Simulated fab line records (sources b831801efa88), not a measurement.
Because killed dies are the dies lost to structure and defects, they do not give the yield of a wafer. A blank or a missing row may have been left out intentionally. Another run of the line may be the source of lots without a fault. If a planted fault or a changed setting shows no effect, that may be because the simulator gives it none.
Which of the tools did it?    flow sky130    Sampling: 12 lots, 36 wafers, 5 of 708 route steps

== WHAT THE GAUGES READ, wafer by wafer ==
SKY_SONOS_TUNNEL_OVL_MEAS_08. Usual: SONOS_TUNNEL_OVL typically reads 0.7 nm, with standard deviation 1.4.
lot   measured      on          SONOS_TUNNEL_OVL (nm)  flag
L358  day 11 07:38  overlay-01  -2.2 -0.7 -2.9         
L360  day 12 12:38  overlay-01  -1.0 0.3 -2.2          
L364  day 13 02:03  overlay-02  1.6 2.4 2.0            
L365  day 13 19:53  overlay-02  1.3 1.2 0.1            
L366  day 13 21:54  overlay-01  -0.1 3.6 2.3           
L367  day 14 05:17  overlay-01  0.0 -0.8 -0.5          
L368  day 14 06:48  overlay-02  2.2 1.9 2.6            
L370  day 15 07:11  overlay-01  0.2 0.4 -0.4           
L371  day 15 13:42  overlay-01  1.6 3.6 0.8            
L374  day 16 17:11  overlay-01  2.5 0.8 -0.5           
L377  day 17 17:53  overlay-02  1.7 0.1 1.8            
L381  day 20 02:47  overlay-01  0.7 1.8 1.6            

SKY_LDD_HVN_OVL_MEAS_07. Usual: LDD_HVN_OVL typically reads 1.4 nm, with standard deviation 1.3.
lot   measured      on          LDD_HVN_OVL (nm)  flag
L358  day 20 00:28  overlay-01  1.9 -0.4 1.0      
L360  day 21 12:55  overlay-02  1.1 1.5 0.3       
L364  day 22 08:52  overlay-01  1.3 1.8 1.6       
L365  day 23 00:52  overlay-02  1.5 0.9 0.7       
L366  day 23 12:20  overlay-01  2.0 3.2 2.3       
L367  day 23 20:22  overlay-01  0.2 1.3 -1.2      
L368  day 23 17:59  overlay-02  0.6 1.5 0.1       
L370  day 24 17:07  overlay-01  1.8 3.3 1.3       
L371  day 25 00:59  overlay-01  -0.6 1.4 -1.0     
L374  day 26 05:46  overlay-02  -0.6 0.6 0.9      
L377  day 27 07:55  overlay-02  -0.1 -0.5 1.3     
L381  day 29 11:31  overlay-02  2.3 1.7 2.2       

SKY_LDD_LDN_OVL_MEAS_07. Usual: LDD_LDN_OVL typically reads -0.7 nm, with standard deviation 1.2.
lot   measured      on          LDD_LDN_OVL (nm)  flag
L358  day 22 14:40  overlay-02  -0.8 -2.4 0.1     
L360  day 24 02:31  overlay-01  -0.8 0.7 -1.0     
L364  day 24 19:29  overlay-02  0.2 1.7 -1.5      
L365  day 25 11:16  overlay-02  0.8 -1.1 1.4      
L366  day 25 23:22  overlay-02  -2.0 -0.8 -1.9    
L367  day 26 07:49  overlay-02  -2.2 -1.9 -1.5    
L368  day 26 04:29  overlay-01  -2.9 0.5 -1.9     
L370  day 27 04:37  overlay-02  -2.2 0.0 -3.3     
L371  day 27 11:37  overlay-01  -1.3 -1.1 -2.6    
L374  day 28 14:28  overlay-01  1.5 -1.4 -0.1     
L377  day 29 16:13  overlay-01  -0.2 -0.3 1.1     
L381  day 31 19:37  overlay-01  0.7 -0.4 0.8      

== WHICH TOOL RAN EACH LOT (tool, then ch and the chambers of the sampled wafers, then the start) ==
lot   SKY_LDD_P_COAT_02                  SKY_LDD_P_STRIP_10
L358  litho track-03 ch 0, day 18 01:49  plasma asher-01 ch 0,1, day 18 17:40
L360  litho track-04 ch 0, day 19 13:49  plasma asher-02 ch 0,1, day 20 05:46
L364  litho track-04 ch 0, day 20 10:19  plasma asher-02 ch 0,1, day 21 02:09
L365  litho track-04 ch 0, day 21 02:43  plasma asher-04 ch 0,1, day 21 18:43
L366  litho track-04 ch 0, day 21 13:53  plasma asher-01 ch 0,1, day 22 05:49
L367  litho track-01 ch 0, day 21 21:52  plasma asher-01 ch 0,1, day 22 14:40
L368  litho track-03 ch 0, day 21 19:22  plasma asher-04 ch 0,1, day 22 12:09
L370  litho track-04 ch 0, day 22 21:11  plasma asher-04 ch 0,1, day 23 12:26
L371  litho track-03 ch 0, day 23 05:04  plasma asher-04 ch 0,1, day 23 20:24
L374  litho track-03 ch 0, day 24 08:52  plasma asher-04 ch 0,1, day 24 23:49
L377  litho track-03 ch 0, day 25 11:10  plasma asher-04 ch 0,1, day 26 02:04
L381  litho track-04 ch 0, day 27 17:16  plasma asher-02 ch 0,1, day 28 07:40
- SKY_LDD_P_COAT_02: resist thk 1140 nm.
- SKY_LDD_P_STRIP_10: strips in O2/N2.

== AS READ BY THE TOOLS THEMSELVES (means over the sampled wafers that have a number; for cases with no such wafer, the mark the record gives instead) ==
SKY_LDD_P_COAT_02. Usual: spin speed rpm 3000.2 rpm, standard deviation 2.1.
lot   tool            spin speed rpm (rpm)  flag
L358  litho track-03  2998.8                
L360  litho track-04  3001.4                
L364  litho track-04  2999.8                
L365  litho track-04  2998.4                
L366  litho track-04  2999.3                
L367  litho track-01  3002.8                
L368  litho track-03  3000.6                
L370  litho track-04  3000.7                
L371  litho track-03  3001.5                
L374  litho track-03  3146.1                OFF
L377  litho track-03  3145.1                OFF
L381  litho track-04  3002.8                

SKY_LDD_P_STRIP_10. Usual: chamber pressure mTorr 1499.9 mTorr, standard deviation 1.5; drypump motor current A 5.8 A, standard deviation 0.45; o2 flow sccm 3000 sccm, standard deviation 8.3; oes product au 0.716 a.u., standard deviation 0.0046; strip time to endpoint s 14.16 s, standard deviation 0.039.
lot   tool             chamber pressure mTorr (mTorr)  drypump motor current A (A)  o2 flow sccm (sccm)  oes product au (a.u.)  strip time to endpoint s (s)  flag
L358  plasma asher-01  1498.7                          5.6                          3002                 0.715                  14.12                         
L360  plasma asher-02  1498.2                          5.4                          2992                 0.717                  14.09                         
L364  plasma asher-02  1499.5                          5.2                          2996                 0.713                  14.11                         
L365  plasma asher-04  1499.6                          6.1                          3008                 0.715                  14.17                         
L366  plasma asher-01  1499.8                          5.8                          3000                 0.717                  14.16                         
L367  plasma asher-01  1500.9                          5.8                          3005                 0.712                  14.17                         
L368  plasma asher-04  1499.8                          6.3                          2997                 0.715                  14.17                         
L370  plasma asher-04  1499.2                          6.3                          3004                 0.718                  14.20                         
L371  plasma asher-04  1499.2                          6.1                          2993                 0.716                  14.13                         
L374  plasma asher-04  1500.8                          6.1                          3008                 0.714                  13.85                         OFF
L377  plasma asher-04  1500.8                          6.1                          3000                 0.718                  13.84                         OFF
L381  plasma asher-02  1500.7                          5.4                          2999                 0.714                  14.12                         

== THE ANSWER, worked out from the rows above alone ==
Rule: take the mean of a lot's wafers that have a number; if it is more than 3 standard deviations from the usual mean, the lot is off. Also off: a lot with no number at a reading for which 4 or more lots have one. The other lots that the step has rows for count as sound. First the gauges in route order, then the tools' own readings, where a lot's mean is used as printed above. The first step at which some lot is off is used, and at that step the reading that is off furthest; a lot without a number counts as furthest.
Off: L374, L377 (SKY_LDD_P_COAT_02, spin speed rpm).
A tool fits if, at that step or a process step before it, it ran every lot that is off, and no sound lot after the first of them. One fits: SKY_LDD_P_COAT_02 on litho track-03. A fault onset in the window from L371 (day 23 05:04, its last sound lot) to L374 (day 24 08:52, its first lot off) fits.
On the lots that are off, the tool's own readings at SKY_LDD_P_COAT_02 differ by more than 5 times the standard deviation of the sound lots' means, which bears it out; spin speed rpm reads 3145.6 rpm there versus 3000.6 rpm on the sound lots.

== WHAT HAD BEEN PUT IN BY THE SIMULATOR ==
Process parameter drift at SKY_LDD_P_COAT_02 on litho track-03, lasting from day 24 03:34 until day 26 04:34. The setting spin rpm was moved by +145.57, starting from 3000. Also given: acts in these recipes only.
Lots struck among those shown: L374, L377. Same finding as the rule above.
